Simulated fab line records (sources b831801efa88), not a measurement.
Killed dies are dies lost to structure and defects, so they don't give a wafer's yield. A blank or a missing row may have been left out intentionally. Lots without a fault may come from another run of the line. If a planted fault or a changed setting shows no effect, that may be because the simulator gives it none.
fab line records -- flow sky130
record: lots: 7, wafers: 21, lastDay: 50
route steps=708 shown METAL4@622 PAD_OPEN@708
lots with no fault: from the same line, run without faults
startH: hours from the record's first day to the start of the lot's first wafer shown -- waitH: hours since the lot's step before -- " identical to the entry in the row above -- L1.1+2: a row that stands for several wafers -- - no value, or no start was given -- * or withheld: withheld -- < > ~ a bound
route shown NAME@n: names a module that has steps shown in the file, with the first one's number in the route -- usual: mean/standard deviation of fault-free wafers -- same: alike in all rows -- chamber/n: place in a boat -- sites: each site's reading -- _std_site: the standard deviation of these -- _edge_site: outer sites' mean less inner sites' -- radiusMm: how far each site lies from the wafer's centre -- mask NAME#n: copy n -- behind: tool/chamber where the wafer was last shaped -- hold: the reason the lot was held/the length of the hold in hours/how it ended -- device: which transistor (n, p or np) failed to switch -- end of line: tests run on the same wafers once the route is complete -- where a step has no rows: the recipe by itself -- killed: count of dies lost to structure and defects at first sort (not the wafer's yield) -- map: dies across one wafer; x = killed, . = not, _ = none there
set.NAME: the setting that was run; set.NAME@STEP: the one run at that earlier step -- model.NAME: the simulator's own value behind a step, which no gauge read
a table for each step, a row for each wafer; lots at some steps of the route
services: the hour from which a tool's chamber was out of use, counted from the record's first day as startH (under 0 if before that day), plus the number of hours and why
== steps ==
step: SKY_METAL4_HMDS_06
recipe: primeTimeS: 60, primeTempC: 120
step: SKY_METAL4_COAT_07
recipe: resist: BARC, tempC: withheld, timeS: withheld, spinRpm: 3000, resistThkNm: 60
step: SKY_METAL4_COAT_08
recipe: resist: KrF-thick, spinRpm: 3000, resistThkNm: 1140
step: SKY_METAL4_SOFTBAKE_09
recipe: tempC: 100, timeS: 90, resist: KrF-thick
step: SKY_METAL4_EXPOSE_10
recipe: maskId: MM4, na: 0.68, sourceShape: annular, sigmaInner: 0.4, sigmaOuter: 0.8, targetCdNm: 300, doseMj: 28
step: SKY_METAL4_PEB_11
recipe: pebTempC: withheld, pebTimeS: withheld, resist: KrF-thick
step: SKY_METAL4_DEVELOP_12
recipe: developTimeS: 60, resist: KrF-thick, devTempC: 21
step: SKY_METAL4_CD_MEAS_13
recipe: targetCdNm: 300
usual: cdNm: 299.9/1.3
lot.wafer,tool,chamber,startH,waitH,cdNm
L834.1,cdSem-02,-,987.85,-,298.8
L834.3,cdSem-02,-,987.85,-,300.2
L834.6,cdSem-02,-,987.85,-,299.0
L843.2,cdSem-02,-,1053.17,-,300.3
L843.5,cdSem-02,-,1053.17,-,300.4
L843.6,cdSem-02,-,1053.17,-,298.8
L846.1,cdSem-02,-,1064.05,-,302.3
L846.4,cdSem-02,-,1064.05,-,300.9
L846.6,cdSem-02,-,1064.05,-,300.1
L849.3,cdSem-02,-,1082.24,-,299.8
L849.4,cdSem-02,-,1082.24,-,300.7
L849.6,cdSem-02,-,1082.24,-,299.6
L851.2,cdSem-01,-,1090.47,-,299.1
L851.3,cdSem-01,-,1090.47,-,300.1
L851.6,cdSem-01,-,1090.47,-,300.6
L853.2,cdSem-02,-,1112.02,-,300.5
L853.3,cdSem-02,-,1112.02,-,300.4
L853.6,cdSem-02,-,1112.02,-,300.7
L856.1,cdSem-01,-,1127.35,-,299.9
L856.2,cdSem-01,-,1127.35,-,301.4
L856.6,cdSem-01,-,1127.35,-,300.7
step: SKY_METAL4_OVL_MEAS_14
usual: METAL4_OVL: 2/5.2
lot.wafer,tool,chamber,startH,waitH,METAL4_OVL[nm]
L834.1,overlay-01,-,987.97,0.1,3
L834.3,overlay-01,-,987.97,0.1,1
L834.6,overlay-01,-,987.97,0.1,7
L843.2,overlay-01,-,1053.27,0.1,-12
L843.5,overlay-01,-,1053.27,0.1,-5
L843.6,overlay-01,-,1053.27,0.1,-7
L846.1,overlay-02,-,1064.17,0.1,7
L846.4,overlay-02,-,1064.17,0.1,2
L846.6,overlay-02,-,1064.17,0.1,5
L849.3,overlay-01,-,1082.33,0.1,-5
L849.4,overlay-01,-,1082.33,0.1,8
L849.6,overlay-01,-,1082.33,0.1,-1
L851.2,overlay-02,-,1090.57,0.1,10
L851.3,overlay-02,-,1090.57,0.1,6
L851.6,overlay-02,-,1090.57,0.1,16
L853.2,overlay-02,-,1112.12,0.1,8
L853.3,overlay-02,-,1112.12,0.1,0
L853.6,overlay-02,-,1112.12,0.1,-2
L856.1,overlay-01,-,1127.47,0.1,-2
L856.2,overlay-01,-,1127.47,0.1,-11
L856.6,overlay-01,-,1127.47,0.1,-2
step: SKY_METAL4_DESCUM_15
recipe: chemistry: O2, sourcePowerW: 150, biasPowerW: 0, pressureMtorr: 10, tempC: 40, timeS: 8
usual: drypumpMotorCurrentA: 5.78/0.2, oesProductAu: 1.003/0.012
same: biasPowerW: 0
lot.wafer,tool,chamber,startH,waitH,drypumpMotorCurrentA,oesProductAu,rfHoursCounterH
L834.1,rieMetal-01,0,988.00,0.0,6.03,0.993,3
L834.3,rieMetal-01,0,988.00,0.0,6.00,0.990,-
L834.6,rieMetal-01,0,988.00,0.0,6.05,0.996,-
L843.2,rieMetal-04,0,1053.30,0.0,5.72,1.000,9
L843.5,rieMetal-04,1,1053.30,0.0,5.85,1.021,-
L843.6,rieMetal-04,0,1053.30,0.0,5.73,0.996,-
L846.1,rieMetal-01,0,1064.20,0.0,5.97,0.979,8
L846.4,rieMetal-01,0,1064.20,0.0,6.04,0.983,-
L846.6,rieMetal-01,0,1064.20,0.0,6.02,0.992,-
L849.3,rieMetal-01,0,1082.36,0.0,6.01,0.993,-
L849.4,rieMetal-01,1,1082.36,0.0,5.46,1.003,-
L849.6,rieMetal-01,1,1082.36,0.0,5.47,1.010,-
L851.2,rieMetal-01,1,1090.60,0.0,5.47,1.000,6
L851.3,rieMetal-01,0,1090.60,0.0,6.02,1.006,-
L851.6,rieMetal-01,0,1090.60,0.0,6.02,1.001,-
L853.2,rieMetal-01,0,1112.15,0.0,5.98,0.985,12
L853.3,rieMetal-01,1,1112.15,0.0,5.48,1.000,-
L853.6,rieMetal-01,0,1112.15,0.0,6.03,0.984,-
L856.1,rieMetal-04,0,1127.50,0.0,5.69,0.998,15
L856.2,rieMetal-04,1,1127.50,0.0,5.84,1.015,21
L856.6,rieMetal-04,1,1127.50,0.0,5.86,1.012,-
step: SKY_METAL4_ETCH_16
recipe: chemistry: N2/H2, target: BARC, ionEnergyEv: 200, biasW: 100, pressureMtorr: 30, n2FlowSccm: 100, h2FlowSccm: 200, icpW: 500, stopOn: SiO2, timeS: 88.2, targetDepthA: 600
usual: drypumpMotorCurrentA: 5.78/0.21, oesProductAu: 0.626/0.0047, throttleValvePct: 13.206/0.0091
lot.wafer,tool,chamber,startH,waitH,drypumpMotorCurrentA,oesProductAu,rfHoursCounterH,throttleValvePct
L834.1,rieMetal-01,0,988.07,0.1,6.03,0.628,3,13.210
L834.3,rieMetal-01,0,988.07,0.1,6.07,0.631,-,13.189
L834.6,rieMetal-01,0,988.07,0.1,6.01,0.618,-,13.195
L843.2,rieMetal-04,0,1053.33,0.0,5.72,0.632,9,13.218
L843.5,rieMetal-04,1,1053.33,0.0,5.85,0.631,-,13.219
L843.6,rieMetal-04,0,1053.33,0.0,5.74,0.632,-,13.205
L846.1,rieMetal-01,0,1064.23,0.0,6.03,0.619,9,13.211
L846.4,rieMetal-01,0,1064.23,0.0,6.05,0.624,-,13.200
L846.6,rieMetal-01,0,1064.23,0.0,6.01,0.631,-,13.207
L849.3,rieMetal-01,0,1082.42,0.0,6.04,0.625,-,13.219
L849.4,rieMetal-01,1,1082.42,0.0,5.49,0.626,-,13.196
L849.6,rieMetal-01,1,1082.42,0.0,5.49,0.628,-,13.201
L851.2,rieMetal-01,1,1090.63,0.0,5.47,0.621,6,13.180
L851.3,rieMetal-01,0,1090.63,0.0,6.02,0.628,-,13.204
L851.6,rieMetal-01,0,1090.63,0.0,6.04,0.636,-,13.217
L853.2,rieMetal-01,0,1112.18,0.0,6.05,0.621,12,13.195
L853.3,rieMetal-01,1,1112.18,0.0,5.49,0.622,-,13.213
L853.6,rieMetal-01,0,1112.18,0.0,6.03,0.621,-,13.204
L856.1,rieMetal-04,0,1127.54,0.0,5.73,0.624,15,13.210
L856.2,rieMetal-04,1,1127.54,0.0,5.84,0.628,21,13.207
L856.6,rieMetal-04,1,1127.54,0.0,5.84,0.635,-,13.215
step: SKY_METAL4_ETCH_17
recipe: target: SiO2, stopOn: TiN, chemistry: C4F8/O2/Ar, sourceW: 1500, biasW: 1200, pressureMtorr: 40, c4f8FlowSccm: withheld, O2_flow_sccm: 6, Ar_flow_sccm: 300, timeS: 3.9, targetDepthA: 150
usual: oesProductAu: 0.755/0.0074
lot.wafer,tool,chamber,startH,waitH,oesProductAu,rfHoursCounterH
L834.1,rieDiel-02,2,988.26,0.2,0.757,15
L834.3,rieDiel-02,0,988.26,0.2,0.757,21
L834.6,rieDiel-02,0,988.26,0.2,0.760,-
L843.2,rieDiel-02,2,1053.43,0.1,0.754,18
L843.5,rieDiel-02,2,1053.43,0.1,0.757,-
L843.6,rieDiel-02,0,1053.43,0.1,0.744,-
L846.1,rieDiel-02,3,1064.33,0.1,0.746,25
L846.4,rieDiel-02,0,1064.33,0.1,0.743,-
L846.6,rieDiel-02,3,1064.33,0.1,0.748,-
L849.3,rieDiel-03,1,1082.48,0.0,0.762,21
L849.4,rieDiel-03,2,1082.48,0.0,0.761,22
L849.6,rieDiel-03,2,1082.48,0.0,0.749,-
L851.2,rieDiel-03,2,1090.73,0.1,0.756,22
L851.3,rieDiel-03,3,1090.73,0.1,0.759,16
L851.6,rieDiel-03,1,1090.73,0.1,0.760,-
L853.2,rieDiel-02,1,1112.28,0.1,0.738,1
L853.3,rieDiel-02,2,1112.28,0.1,0.763,20
L853.6,rieDiel-02,1,1112.28,0.1,0.743,-
L856.1,rieDiel-03,1,1127.63,0.1,0.746,23
L856.2,rieDiel-03,3,1127.63,0.1,0.757,17
L856.6,rieDiel-03,3,1127.63,0.1,0.769,-
step: SKY_METAL4_METAL_ETCH_18
recipe: targetDepthA: 8450, stopOn: SiO2, overEtchFrac: 0.3, timeS: 183.1, chemistry: Cl2/BCl3, resistSidewallDeg: 88, pressureMtorr: 10, icpW: 900, biasW: 48.5, Cl2_flow_sccm: 60, bcl3FlowSccm: 30
usual: drypumpMotorCurrentA: 5.78/0.19, oesProductAu: 0.864/0.0061, throttleValvePct: 22.263/0.0084
lot.wafer,tool,chamber,startH,waitH,drypumpMotorCurrentA,oesProductAu,rfHoursCounterH,throttleValvePct,model.KrF-thick_of_METAL4_COAT_08.thkNm,model.METAL4.cdNm,model.SiO2_of_VIA3_HDPCVD_00.thkNm
L834.1,rieMetal-04,1,988.28,0.0,5.84,0.864,11,22.251,500.8,306.9,436.7
L834.3,rieMetal-04,0,988.28,0.0,5.73,0.866,-,22.268,521.7,290.1,434.1
L834.6,rieMetal-04,0,988.28,0.0,5.71,0.857,-,22.261,521.4,288.3,436.4
L843.2,rieMetal-01,1,1053.45,0.0,5.48,0.869,3,22.262,531.1,302.3,433.8
L843.5,rieMetal-01,1,1053.45,0.0,5.47,0.869,-,22.262,526.3,306.4,435.5
L843.6,rieMetal-01,0,1053.45,0.0,6.02,0.869,-,22.267,541.8,297.2,435.8
L846.1,rieMetal-04,0,1064.35,0.0,5.71,0.855,10,22.266,520.7,296.8,434.9
L846.4,rieMetal-04,1,1064.35,0.0,5.84,0.861,-,22.252,503.9,306.3,432.6
L846.6,rieMetal-04,0,1064.35,0.0,5.70,0.865,-,22.267,604.4,302.3,437.7
L849.3,rieMetal-04,1,1082.56,0.1,5.83,0.860,-,22.273,582.7,312.2,439.4
L849.4,rieMetal-04,0,1082.56,0.1,5.72,0.863,-,22.247,520.7,292.8,434.1
L849.6,rieMetal-04,0,1082.56,0.1,5.72,0.854,-,22.270,608.6,300.6,438.6
L851.2,rieMetal-04,1,1090.75,0.0,5.83,0.866,18,22.269,501.6,294.7,434.8
L851.3,rieMetal-04,0,1090.75,0.0,5.74,0.875,-,22.271,610,302,438.1
L851.6,rieMetal-04,1,1090.75,0.0,5.85,0.862,-,22.267,584.4,309.6,438.1
L853.2,rieMetal-02,1,1112.30,0.0,5.57,0.864,3,22.273,538.8,299.6,435.5
L853.3,rieMetal-02,1,1112.30,0.0,5.58,0.869,-,22.256,536.4,300.8,435
L853.6,rieMetal-02,1,1112.30,0.0,5.56,0.872,-,22.261,537.9,302.2,433.7
L856.1,rieMetal-02,1,1127.65,0.0,5.56,0.860,4,22.270,530.4,299.1,434.4
L856.2,rieMetal-02,0,1127.65,0.0,5.98,0.865,29,22.251,507,301.7,434.9
L856.6,rieMetal-02,0,1127.65,0.0,5.96,0.865,-,22.259,506.2,303.5,435.2
step: SKY_METAL4_STRIP_19
recipe: chemistry: O2/N2, powerW: 1400, pressureMtorr: 1500, platenTempC: withheld, o2FlowSccm: 3000, n2FlowSccm: 300, overashFraction: 0.5
usual: drypumpMotorCurrentA: 5.6/0.55, oesProductAu: 0.500/0.0068, stripTimeToEndpointS: 6.48/0.13
same: overashFraction: 0.5
lot.wafer,tool,chamber,startH,waitH,drypumpMotorCurrentA,oesProductAu,rfHoursCounterH,stripTimeToEndpointS
L834.1,plasmaAsher-02,0,988.46,0.1,5.2,0.496,57,6.27
L834.3,plasmaAsher-02,1,988.46,0.1,5.1,0.492,-,6.49
L834.6,plasmaAsher-02,1,988.46,0.1,5.1,0.496,-,6.48
L843.2,plasmaAsher-04,1,1053.63,0.1,6.1,0.508,33,6.58
L843.5,plasmaAsher-04,1,1053.63,0.1,6.1,0.495,-,6.51
L843.6,plasmaAsher-04,0,1053.63,0.1,4.8,0.502,-,6.68
L846.1,plasmaAsher-03,0,1064.53,0.1,6.1,0.504,0,6.45
L846.4,plasmaAsher-03,0,1064.53,0.1,6.1,0.495,-,6.31
L846.6,plasmaAsher-03,0,1064.53,0.1,6.1,0.540,-,7.29
L849.3,plasmaAsher-02,1,1082.71,0.1,5.2,0.514,-,7.09
L849.4,plasmaAsher-02,0,1082.71,0.1,5.2,0.496,-,6.46
L849.6,plasmaAsher-02,1,1082.71,0.1,5.1,0.531,-,7.33
L851.2,plasmaAsher-03,1,1090.93,0.1,6.0,0.492,3,6.28
L851.3,plasmaAsher-03,0,1090.93,0.1,6.1,0.522,-,7.38
L851.6,plasmaAsher-03,0,1090.93,0.1,6.1,0.539,-,7.12
L853.2,plasmaAsher-03,0,1112.48,0.1,6.1,0.506,5,6.65
L853.3,plasmaAsher-03,0,1112.48,0.1,6.1,0.511,-,6.64
L853.6,plasmaAsher-03,0,1112.48,0.1,6.1,0.504,-,6.64
L856.1,plasmaAsher-04,1,1127.83,0.1,6.1,0.500,41,6.57
L856.2,plasmaAsher-04,0,1127.83,0.1,4.8,0.497,41,6.33
L856.6,plasmaAsher-04,0,1127.83,0.1,4.8,0.502,-,6.33
step: SKY_METAL4_STRIP_20
recipe: chemistry: postEtchResidueRemover, timeS: 1200, tempC: 72.5
step: SKY_PAD_OPEN_PROBE_99
usual: defectLimitedYield: 82.7/2, killed_at_M0_to_M3: 42/6.7, killed_at_M4_up: 3.3/2.1, killedAtContacts: 24/5.1, killedAtFrontEnd: 15/4.6, killedAtOther: 0.3/0.58, killedDies: 85/9.9, killedOpen: 46/6.9, killedShort: 38/7, sort_bin_3_pad_short: 0.9/0.43, sort_bin_5_function: 10.1/1.4, sort_bin_6_memory: 6.4/1.2, sortNPass: 407/9.9, sortYieldPct: 82.7/2
same: grossDies: 492, killedAtBackSide: 0, sort_bin_4_leakage[%]: 0, sort_bin_8_speed[%]: 0
lot.wafer,tool,chamber,startH,waitH,defectLimitedYield[%],killed_at_M0_to_M3,killed_at_M4_up,killedAtContacts,killedAtFrontEnd,killedAtOther,killedDies,killedOpen,killedShort,sort_bin_3_pad_short[%],sort_bin_5_function[%],sort_bin_6_memory[%],sortNPass,sortYieldPct[%],model.etest.met4.widthNm
L834.1,prober-01,-,1085.15,0.1,81.9,48,7,26,8,0,89,50,38,1.2,10.6,6.3,403,81.9,309
L834.3,prober-01,-,1085.25,0.2,83.3,42,6,21,13,0,82,46,36,1.2,9.3,6.1,410,83.3,288.4
L834.6,prober-01,-,1085.40,0.2,81.5,49,1,29,12,0,91,52,38,1.2,12.0,5.3,401,81.5,290
L843.2,prober-02,-,1140.65,0.1,81.3,52,4,24,11,1,92,43,49,1.4,9.3,7.9,400,81.3,303.1
L843.5,prober-02,-,1140.80,0.2,81.3,45,0,30,17,0,92,44,48,0.8,11.2,6.7,400,81.3,305.7
L843.6,prober-02,-,1140.85,0.2,80.1,54,0,31,13,0,98,59,39,1.2,10.8,7.9,394,80.1,298.1
L846.1,prober-01,-,1152.67,0.1,82.9,36,4,28,16,0,84,50,34,1.0,9.6,6.5,408,82.9,294.1
L846.4,prober-01,-,1152.82,0.2,84.3,33,4,31,9,0,77,41,36,1.6,8.7,5.3,415,84.3,305.5
L846.6,prober-01,-,1152.92,0.2,80.3,45,2,34,16,0,97,61,36,0.8,10.4,8.5,395,80.3,302.6
L849.3,prober-02,-,1167.07,0.2,84.6,37,5,24,8,2,76,36,40,0.6,8.7,6.1,416,84.6,313.1
L849.4,prober-02,-,1167.12,0.2,82.1,46,6,15,21,0,88,48,39,1.0,9.6,7.3,404,82.1,289.3
L849.6,prober-02,-,1167.22,0.2,79.7,46,3,24,27,0,100,54,45,0.8,11.0,8.5,392,79.7,300.8
L851.2,prober-02,-,1175.40,0.1,80.3,49,5,27,16,0,97,56,39,0.8,10.4,8.5,395,80.3,293.6
L851.3,prober-02,-,1175.45,0.2,79.9,46,1,37,15,0,99,65,33,0.8,12.4,6.9,393,79.9,305.6
L851.6,prober-02,-,1175.60,0.2,77.6,61,6,31,11,1,110,53,56,1.0,14.6,6.7,382,77.6,307.1
L853.2,prober-01,-,1192.12,0.1,82.3,52,5,16,14,0,87,40,47,0.8,11.0,5.9,405,82.3,297.8
L853.3,prober-01,-,1192.17,0.2,80.1,45,5,18,30,0,98,62,34,0.6,13.4,5.9,394,80.1,299.5
L853.6,prober-01,-,1192.32,0.2,83.9,41,5,24,9,0,79,46,32,0,11.4,4.7,413,83.9,303.5
L856.1,prober-01,-,1200.97,0.1,81.9,41,3,20,24,1,89,40,49,0.2,11.8,6.1,403,81.9,301.7
L856.2,prober-01,-,1201.02,0.1,81.3,48,2,22,20,0,92,46,44,0.6,9.3,8.7,400,81.3,300.9
L856.6,prober-01,-,1201.22,0.2,84.6,35,5,22,14,0,76,36,40,0.8,10.6,4.1,416,84.6,301.9
killed by level:class
L834.1 VIA1:geometricParticle:open=16 CONTACT:geometricParticle:open=13 VIA1:geometricParticle:short=7 METAL2:geometricParticle:short=7 VIA2:geometricParticle:open=6 LI_CONTACT:geometricParticle:open=5 CONTACT:geometricParticle:short=4 POLY_GATE:geometricParticle:short=3
L834.3 VIA1:geometricParticle:open=12 CONTACT:geometricParticle:open=9 VIA2:geometricParticle:open=6 METAL1:geometricParticle:short=6 POLY_GATE:geometricParticle:open=5 POLY_GATE:geometricParticle:short=4 LI_CONTACT:geometricParticle:open=4 LOCAL_INTERCONNECT:geometricParticle:short=4
L834.6 VIA2:geometricParticle:open=10 CONTACT:geometricParticle:open=10 VIA1:geometricParticle:open=10 LI_CONTACT:geometricParticle:open=8 METAL2:geometricParticle:short=5 VIA2:geometricParticle:short=5 FIELD_ISO:geometricParticle:open=4 LI_CONTACT:geometricParticle:short=4
L843.2 VIA3:geometricParticle:open=9 VIA2:geometricParticle:open=8 METAL2:geometricParticle:short=8 CONTACT:geometricParticle:open=7 METAL1:geometricParticle:short=7 LI_CONTACT:geometricParticle:open=6 VIA1:geometricParticle:open=6 VIA2:geometricParticle:short=5
L843.5 VIA1:geometricParticle:open=10 CONTACT:geometricParticle:open=9 LI_CONTACT:geometricParticle:short=7 CONTACT:geometricParticle:short=7 VIA2:geometricParticle:open=7 VIA1:geometricParticle:short=6 FIELD_ISO:geometricParticle:open=5 LI_CONTACT:geometricParticle:open=5
L843.6 VIA1:geometricParticle:open=13 CONTACT:geometricParticle:open=12 METAL2:geometricParticle:short=9 VIA2:geometricParticle:open=8 METAL1:geometricParticle:short=7 VIA3:geometricParticle:open=7 LI_CONTACT:geometricParticle:open=6 CONTACT:geometricParticle:short=6
L846.1 LI_CONTACT:geometricParticle:open=12 CONTACT:geometricParticle:open=10 VIA1:geometricParticle:open=6 VIA2:geometricParticle:open=6 POLY_GATE:geometricParticle:short=5 METAL1:geometricParticle:short=5 CONTACT:geometricParticle:short=4 VIA3:geometricParticle:open=4
L846.4 LI_CONTACT:geometricParticle:open=14 VIA1:geometricParticle:open=9 LI_CONTACT:geometricParticle:short=6 VIA2:geometricParticle:open=6 METAL2:geometricParticle:short=5 LOCAL_INTERCONNECT:geometricParticle:short=4 METAL4:geometricParticle:short=4 FIELD_ISO:geometricParticle:short=3
L846.6 CONTACT:geometricParticle:open=17 VIA1:geometricParticle:open=12 POLY_GATE:geometricParticle:open=8 LOCAL_INTERCONNECT:geometricParticle:short=7 METAL1:geometricParticle:short=7 VIA2:geometricParticle:open=7 METAL2:geometricParticle:short=6 LI_CONTACT:geometricParticle:open=6
L849.3 VIA3:geometricParticle:open=8 LI_CONTACT:geometricParticle:short=7 LI_CONTACT:geometricParticle:open=7 METAL1:geometricParticle:short=7 METAL2:geometricParticle:short=5 CONTACT:geometricParticle:open=5 VIA1:geometricParticle:open=4 METAL4:geometricParticle:short=4
L849.4 VIA1:geometricParticle:open=13 VIA2:geometricParticle:open=7 METAL2:geometricParticle:short=7 CONTACT:geometricParticle:open=6 POLY_GATE:geometricParticle:open=5 METAL4:geometricParticle:short=5 VIA3:geometricParticle:open=5 POLY_GATE:geometricParticle:short=4
L849.6 VIA1:geometricParticle:open=12 POLY_GATE:geometricParticle:open=9 CONTACT:geometricParticle:open=9 POLY_GATE:geometricParticle:short=7 LI_CONTACT:geometricParticle:open=7 VIA2:geometricParticle:short=6 LOCAL_INTERCONNECT:geometricParticle:short=5 VIA3:geometricParticle:short=5
L851.2 VIA1:geometricParticle:open=15 VIA2:geometricParticle:open=9 CONTACT:geometricParticle:open=8 LI_CONTACT:geometricParticle:open=7 CONTACT:geometricParticle:short=7 VIA3:geometricParticle:short=5 METAL2:geometricParticle:short=4 VIA2:geometricParticle:short=4
L851.3 CONTACT:geometricParticle:open=17 VIA1:geometricParticle:open=17 CONTACT:geometricParticle:short=8 LI_CONTACT:geometricParticle:open=6 VIA3:geometricParticle:short=6 FIELD_ISO:geometricParticle:open=4 POLY_GATE:geometricParticle:open=4 VIA3:geometricParticle:open=4
L851.6 VIA1:geometricParticle:open=13 VIA1:geometricParticle:short=10 LI_CONTACT:geometricParticle:open=9 CONTACT:geometricParticle:open=9 VIA3:geometricParticle:open=9 LOCAL_INTERCONNECT:geometricParticle:short=7 VIA3:geometricParticle:short=6 METAL1:geometricParticle:short=6
L853.2 VIA2:geometricParticle:open=9 VIA3:geometricParticle:open=8 METAL3:geometricParticle:short=7 METAL2:geometricParticle:short=7 VIA1:geometricParticle:open=6 FIELD_ISO:geometricParticle:short=5 CONTACT:geometricParticle:open=5 METAL1:geometricParticle:short=5
L853.3 FIELD_ISO:geometricParticle:open=14 VIA3:geometricParticle:open=10 VIA1:geometricParticle:open=10 VIA2:geometricParticle:open=8 FIELD_ISO:geometricParticle:short=6 CONTACT:geometricParticle:open=6 VIA2:geometricParticle:short=5 POLY_GATE:geometricParticle:open=4
L853.6 VIA1:geometricParticle:open=15 LI_CONTACT:geometricParticle:open=8 CONTACT:geometricParticle:open=7 VIA1:geometricParticle:short=7 VIA2:geometricParticle:open=5 CONTACT:geometricParticle:short=4 METAL4:geometricParticle:short=4 METAL2:geometricParticle:short=4
L856.1 POLY_GATE:geometricParticle:short=10 VIA3:geometricParticle:open=10 VIA1:geometricParticle:open=9 CONTACT:geometricParticle:open=6 LI_CONTACT:geometricParticle:short=5 LOCAL_INTERCONNECT:geometricParticle:short=5 VIA3:geometricParticle:short=5 POLY_GATE:geometricParticle:open=4
L856.2 CONTACT:geometricParticle:open=11 METAL1:geometricParticle:short=9 VIA1:geometricParticle:open=8 VIA3:geometricParticle:open=7 VIA1:geometricParticle:short=6 POLY_GATE:geometricParticle:open=5 POLY_GATE:geometricParticle:short=5 METAL2:geometricParticle:short=5
L856.6 METAL1:geometricParticle:short=7 LOCAL_INTERCONNECT:geometricParticle:short=6 CONTACT:geometricParticle:open=6 METAL2:geometricParticle:short=6 FIELD_ISO:geometricParticle:open=4 POLY_GATE:geometricParticle:short=4 LI_CONTACT:geometricParticle:open=4 VIA1:geometricParticle:open=4
== services ==
tool,chamber,startH,hours,kind
rieDiel-02,2,967.03,2.4,repair
rieMetal-01,-,967.61,2.8,pm
rieMetal-01,0,970.98,10.6,repair
rieMetal-01,1,981.54,-,clean
rieMetal-01,1,981.54,21.3,scheduledDown
rieMetal-01,1,981.54,21.3,ventCycle
plasmaAsher-04,-,985.11,4.7,repair
rieDiel-03,1,991.66,4.9,repair
plasmaAsher-03,-,994.13,20.8,pm
rieDiel-02,1,1005.28,4.9,repair
rieDiel-02,2,1008.70,1.4,repair
rieDiel-02,3,1015.22,9.9,repair
plasmaAsher-03,-,1019.23,9.1,repair
rieDiel-02,1,1020.27,15.3,repair
rieDiel-02,1,1042.05,-,clean
rieDiel-02,1,1042.05,23.7,scheduledDown
rieDiel-02,1,1042.05,23.7,ventCycle
rieDiel-03,0,1052.87,6.0,repair
plasmaAsher-03,-,1055.25,9.0,pm
rieMetal-02,-,1068.22,0.7,repair
rieDiel-03,-,1087.40,2.8,pm
rieMetal-04,-,1105.64,2.8,pm
rieDiel-03,2,1115.81,4.3,repair
rieMetal-02,-,1123.47,0.9,repair
== key ==
firstSign: step: SKY_METAL4_STRIP_19, reading: stripTimeToEndpointS, direction: up, sigmas: 5.8, usual: *, struck: *
effect: step: SKY_METAL4_STRIP_19, reading: oesProductAu, direction: up, sigmas: 4.3, usual: 0.500, struck: 0.529
modelEffect: step: SKY_METAL4_METAL_ETCH_18, value: KrF-thick_of_METAL4_COAT_08.thkNm, without: 512.1, struck: 598
modelEffect: step: SKY_PAD_OPEN_PROBE_99, value: etest.met4.widthNm, without: 296.6, struck: 305.8
metAt SKY_METAL4_METAL_ETCH_18
struckWafers L846.6,L849.3,L849.6,L851.3,L851.6
onsetBetween 988.28 1064.35
fault: kind: processParameterDrift, tool: rieMetal-04, chamber: -, onsetH: 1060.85, steps: SKY_METAL4_METAL_ETCH_18, channel: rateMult, offset: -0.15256, shape: step, endH: 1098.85, scope: struckWafersOnly
